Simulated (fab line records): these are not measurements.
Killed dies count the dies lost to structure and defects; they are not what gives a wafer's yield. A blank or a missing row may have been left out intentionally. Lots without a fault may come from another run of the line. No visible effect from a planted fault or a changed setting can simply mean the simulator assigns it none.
Struck lot and sound lot, side by side    flow sky130    14 out of 708 route steps
Sound: wafers L551.2, L551.4, L551.6. Wafers L543.4, L543.5, L543.6 were the ones struck. Last of all comes the cause.
For every step that has rows: the tool of each side, followed by ch and its chambers, followed by its first start. Under that, the readings that differ: sound wafers    struck wafers    difference of the means    sigmas: that difference in standard deviations of wafers without a fault.
alike: same words and numbers on both sides, and readings whose means sit less than 2 such deviations apart. not compared: any withheld reading, any reading some wafer has no value for, any bound like >300 that may hide the same value, and any number with overlapping values for which the record gives no deviation.
The two part at a step that has a row with sigmas, a row that says differs or no value, or rows on one side only. Non-overlapping numbers with no deviation appear without sigmas and do not part them. Lack of a reading on every wafer of one side parts them only where that side has two or more wafers.

first, 6 steps without rows for these wafers: SKY_PASSIVATION_HMDS_05 (prime time 60 s); SKY_PASSIVATION_COAT_06 (resist thk 3000 nm); SKY_PASSIVATION_SOFTBAKE_07; SKY_PASSIVATION_EXPOSE_08 (exposes mask NSM, target cd 3000 nm); SKY_PASSIVATION_PEB_09; SKY_PASSIVATION_DEVELOP_10 (develop time 60 s).
SKY_PASSIVATION_ETCH_11: etches the open film in CF4/O2, stops on AlCu, target depth 725 nm, time 161.1 s.
  sound on rie diel-02 ch 0,1, day 49 17:25; struck on rie diel-01 ch 0,1,2, day 48 09:55
  alike: drypump motor current A, oes product au, throttle valve pct
  not compared: rf hours counter h
SKY_PASSIVATION_STRIP_12: strips in O2/N2.
  sound on plasma asher-01 ch 0,1, day 49 17:31; struck on plasma asher-04 ch 0,1, day 48 10:00
  alike: drypump motor current A, oes product au, strip time to endpoint s
  not compared: rf hours counter h
then, 4 steps without rows for these wafers: SKY_PAD_OPEN_DEHYDRATE_00 (time 60 s); SKY_PAD_OPEN_HMDS_01 (prime time 60 s); SKY_PAD_OPEN_COAT_02 (resist thk 3000 nm); SKY_PAD_OPEN_SOFTBAKE_03.
SKY_PAD_OPEN_EXPOSE_04: exposes mask PDM, target cd 60000 nm.
  struck on iline stepper-01, day 48 19:59; sound on iline stepper-01 ch 0, day 50 02:02
  no value came back on the struck wafers for exposure dose mJ cm2, focus offset nm (nm); on the sound wafers exposure dose mJ cm2 reads 260.16 260.03 260.41
  alike: mask
then, 1 step without rows for these wafers: SKY_PAD_OPEN_PEB_05.

## WHERE THEY PART
SKY_PAD_OPEN_EXPOSE_04 only, going by this record.

WHY: what the simulator had put in
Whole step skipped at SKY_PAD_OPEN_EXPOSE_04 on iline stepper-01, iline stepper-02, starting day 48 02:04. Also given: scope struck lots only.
